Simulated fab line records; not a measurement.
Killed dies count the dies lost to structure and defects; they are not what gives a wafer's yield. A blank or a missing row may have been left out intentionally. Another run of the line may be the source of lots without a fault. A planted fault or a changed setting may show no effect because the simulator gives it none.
The tool behind it: which one? -- flow gf180mcu -- 13 lots with 39 wafers sampled at 6 steps, on a route of 602 steps

== WHAT EACH GAUGE READ, for each wafer ==
GF_HV_LDD_TW_MEAS_11. Usual: HV_LDD_TW gives 2426 (standard deviation 22).
lot,measured,on,HV_LDD_TW,flag
L591,day 10 17:23,filmMetro-04,2460 2459 2465,
L594,day 11 14:52,filmMetro-04,2434 2441 2448,
L597,day 12 12:02,filmMetro-04,2458 2433 2431,
L598,day 12 20:29,filmMetro-02,2371 2373 2389,
L599,day 13 06:23,filmMetro-02,2405 2409 2407,
L601,day 13 13:50,filmMetro-04,2421 2419 2425,
L603,day 14 08:58,filmMetro-04,2157 2157 2164,OFF
L604,day 14 12:47,filmMetro-03,2149 2141 2147,OFF
L608,day 15 16:07,filmMetro-02,2397 2403 2402,
L609,day 15 23:56,filmMetro-02,2404 2407 2403,
L610,day 17 02:07,filmMetro-02,2402 2396 2403,
L611,day 17 05:10,filmMetro-02,2405 2399 2394,
L612,day 17 07:25,filmMetro-04,2421 2419 2429,

GF_HV_LDD_RS_MEAS_53: the measuring method here is four-point-probe. Usual: HV_LDD_RS gives 418.3 ohm/sq (standard deviation 0.89).
lot,measured,on,HV_LDD_RS (ohm/sq),flag
L591,day 13 08:10,filmMetro-04,416.4 416.8 417.2,
L594,day 14 04:22,filmMetro-03,419.0 419.0 419.0,
L597,day 15 02:54,filmMetro-02,418.6 418.4 417.6,
L598,day 15 12:02,filmMetro-03,418.4 417.5 419.2,
L599,day 16 00:00,filmMetro-04,418.7 416.7 418.3,
L601,day 16 06:56,filmMetro-04,416.9 417.7 416.8,
L603,day 17 05:01,filmMetro-02,498.8 498.2 499.0,OFF
L604,day 17 07:55,filmMetro-04,497.6 496.1 496.3,OFF
L608,day 18 13:28,filmMetro-04,417.7 418.1 418.3,
L609,day 18 22:36,filmMetro-04,417.7 416.9 418.4,
L610,day 20 04:24,filmMetro-03,418.8 419.1 419.4,
L611,day 20 07:08,filmMetro-04,419.6 417.1 418.4,
L612,day 20 09:51,filmMetro-04,418.6 418.1 418.5,

GF_PSD_RS_MEAS_15: the measuring method here is four-point-probe. Usual: PSD_RS gives 108.6 ohm/sq (standard deviation 0.31).
lot,measured,on,PSD_RS (ohm/sq),flag
L591,day 15 07:28,filmMetro-02,108.5 108.3 108.8,
L594,day 16 03:47,filmMetro-04,108.4 108.2 108.0,
L597,day 17 03:41,filmMetro-02,108.9 108.8 108.9,
L598,day 17 12:17,filmMetro-01,109.0 108.7 109.2,
L599,day 18 02:06,filmMetro-04,108.8 108.6 108.9,
L601,day 18 09:53,filmMetro-04,108.5 108.5 108.8,
L603,day 19 08:51,filmMetro-04,108.6 108.7 108.8,
L604,day 19 10:49,filmMetro-01,108.6 108.4 108.1,
L608,day 20 18:01,filmMetro-01,108.6 108.5 108.3,
L609,day 21 03:40,filmMetro-04,108.8 108.4 108.8,
L610,day 22 07:14,filmMetro-04,108.4 108.7 108.6,
L611,day 22 11:01,filmMetro-02,109.4 109.1 108.9,
L612,day 22 13:29,filmMetro-04,108.5 108.5 108.5,

GF_CONTACT_BOW_MEAS_05. Usual: CONTACT_BOW gives 66 um (standard deviation 6.5).
lot,measured,on,CONTACT_BOW (um),flag
L591,day 16 07:19,filmMetro-03,71 60 66,
L594,day 17 03:55,filmMetro-03,67 69 64,
L597,day 18 04:34,filmMetro-04,64 59 68,
L598,day 18 13:28,filmMetro-03,60 65 58,
L599,day 19 03:06,filmMetro-04,74 73 67,
L601,day 19 11:22,filmMetro-03,57 75 74,
L603,day 20 11:26,filmMetro-03,59 65 69,
L604,day 20 12:48,filmMetro-03,70 55 78,
L608,day 21 19:14,filmMetro-04,75 62 60,
L609,day 22 04:40,filmMetro-04,66 73 59,
L610,day 23 08:07,filmMetro-04,62 63 55,
L611,day 23 11:06,filmMetro-02,75 57 59,
L612,day 23 13:58,filmMetro-04,71 68 70,

== WHAT TOOL EACH LOT RAN ON (gives the tool, then ch and the chambers of the sampled wafers, and finally the start) ==
lot,GF_HV_LDD_IMPLANT_09,GF_HV_LDD_RTA_52
L591,"implanter-04 ch 0, day 10 17:08","rtpAnneal-01 ch 0, day 13 08:05"
L594,"implanter-02 ch 0, day 11 14:37","rtpAnneal-01 ch 0, day 14 04:17"
L597,"implanter-03 ch 0, day 12 11:49","rtpAnneal-02 ch 0, day 15 02:49"
L598,"implanter-02 ch 0, day 12 20:16","rtpAnneal-02 ch 0, day 15 11:58"
L599,"implanter-04 ch 0, day 13 06:09","rtpAnneal-02 ch 0, day 15 23:56"
L601,"implanter-03 ch 0, day 13 13:35","rtpAnneal-01 ch 0, day 16 06:52"
L603,"implanter-04 ch 0, day 14 08:45","rtpAnneal-01 ch 0, day 17 04:55"
L604,"implanter-04 ch 0, day 14 12:33","rtpAnneal-02 ch 0, day 17 07:50"
L608,"implanter-02 ch 0, day 15 15:53","rtpAnneal-01 ch 0, day 18 13:23"
L609,"implanter-03 ch 0, day 15 23:42","rtpAnneal-01 ch 0, day 18 22:32"
L610,"implanter-03 ch 0, day 17 01:52","rtpAnneal-02 ch 0, day 20 04:20"
L611,"implanter-03 ch 0, day 17 04:55","rtpAnneal-02 ch 0, day 20 07:04"
L612,"implanter-03 ch 0, day 17 07:10","rtpAnneal-01 ch 0, day 20 09:47"
- GF_HV_LDD_IMPLANT_09
- GF_HV_LDD_RTA_52: time 10 s.

== AS READ BY THE TOOLS THEMSELVES (means over the sampled wafers that have a number; for cases with no such wafer, the mark the record gives instead) ==
GF_HV_LDD_IMPLANT_09. Usual: doseIonsCm2 1.0002e+14, standard deviation 1.1e+11; faradayCurrentUA 561, standard deviation 11.
lot,tool,doseIonsCm2,faradayCurrentUA,flag
L591,implanter-04,1.0001e+14,562,
L594,implanter-02,1.0009e+14,545,
L597,implanter-03,9.9977e+13,565,
L598,implanter-02,9.9977e+13,554,
L599,implanter-04,1.0006e+14,560,
L601,implanter-03,9.9953e+13,553,
L603,implanter-04,6.5487e+13,373,OFF
L604,implanter-04,6.5563e+13,366,OFF
L608,implanter-02,9.9947e+13,564,
L609,implanter-03,1.0010e+14,566,
L610,implanter-03,1.0014e+14,559,
L611,implanter-03,1.0002e+14,562,
L612,implanter-03,9.9853e+13,554,

GF_HV_LDD_RTA_52. Usual: chamberO2Ppm 2.004, standard deviation 0.022; lampPowerPct 32.2 %, standard deviation 2.2; wafer_temp_C_max 1004.2, standard deviation 1.
lot,tool,chamberO2Ppm,lampPowerPct (%),wafer_temp_C_max,flag
L591,rtpAnneal-01,2.004,29.8,1003.0,
L594,rtpAnneal-01,1.990,29.8,1004.3,
L597,rtpAnneal-02,2.015,34.2,1004.6,
L598,rtpAnneal-02,1.982,34.2,1005.7,
L599,rtpAnneal-02,1.975,34.2,1005.3,
L601,rtpAnneal-01,1.994,29.8,1003.8,
L603,rtpAnneal-01,2.012,29.8,1003.0,
L604,rtpAnneal-02,1.967,34.2,1004.1,
L608,rtpAnneal-01,2.011,29.8,1003.6,
L609,rtpAnneal-01,2.002,29.8,1003.2,
L610,rtpAnneal-02,1.981,34.2,1004.3,
L611,rtpAnneal-02,2.003,34.2,1005.0,
L612,rtpAnneal-01,2.001,29.8,1003.7,

== THE ANSWER, worked out from the rows above alone ==
Rule: lot off if the mean of its wafers having a number is beyond 3 standard deviations from the usual mean. Also off: a lot with no number at a reading for which 4 or more lots have one. Where the step has rows for the other lots, those lots are counted as sound. First the gauges in route order, then the tools' own readings, where a lot's mean is used as printed above. At the first step where some lot is off, the reading lying furthest off is the one used; lots without a number count as furthest.
Off: L603, L604, at GF_HV_LDD_TW_MEAS_11 (HV_LDD_TW).
A tool fits if, at a process step before that reading, it ran every lot that is off, and no sound lot after the first of them. The gauges at GF_HV_LDD_TW_MEAS_11 aren't tried: what is off there is off at GF_HV_LDD_IMPLANT_09 too, on other tools, and a gauge's error can't cause that. One fits: GF_HV_LDD_IMPLANT_09 on implanter-04. A fault onset in the window from L599 (day 13 06:09, its last sound lot) to L603 (day 14 08:45, its first lot off) fits.
The tool's own readings at GF_HV_LDD_IMPLANT_09 bear it out: on the lots that are off they differ by more than 5 times the standard deviation of the sound lots' means. doseIonsCm2 reads 6.5525e+13 there against 1.0001e+14 on the sound lots; faradayCurrentUA reads 370 there against 559 on the sound lots.

== WHAT THE SIMULATOR PUT IN ==
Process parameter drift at GF_HV_LDD_IMPLANT_09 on implanter-04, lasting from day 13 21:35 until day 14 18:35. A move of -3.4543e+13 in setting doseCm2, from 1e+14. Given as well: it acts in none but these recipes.
Shown lots that were struck: L603, L604. The same result came from the rule above.
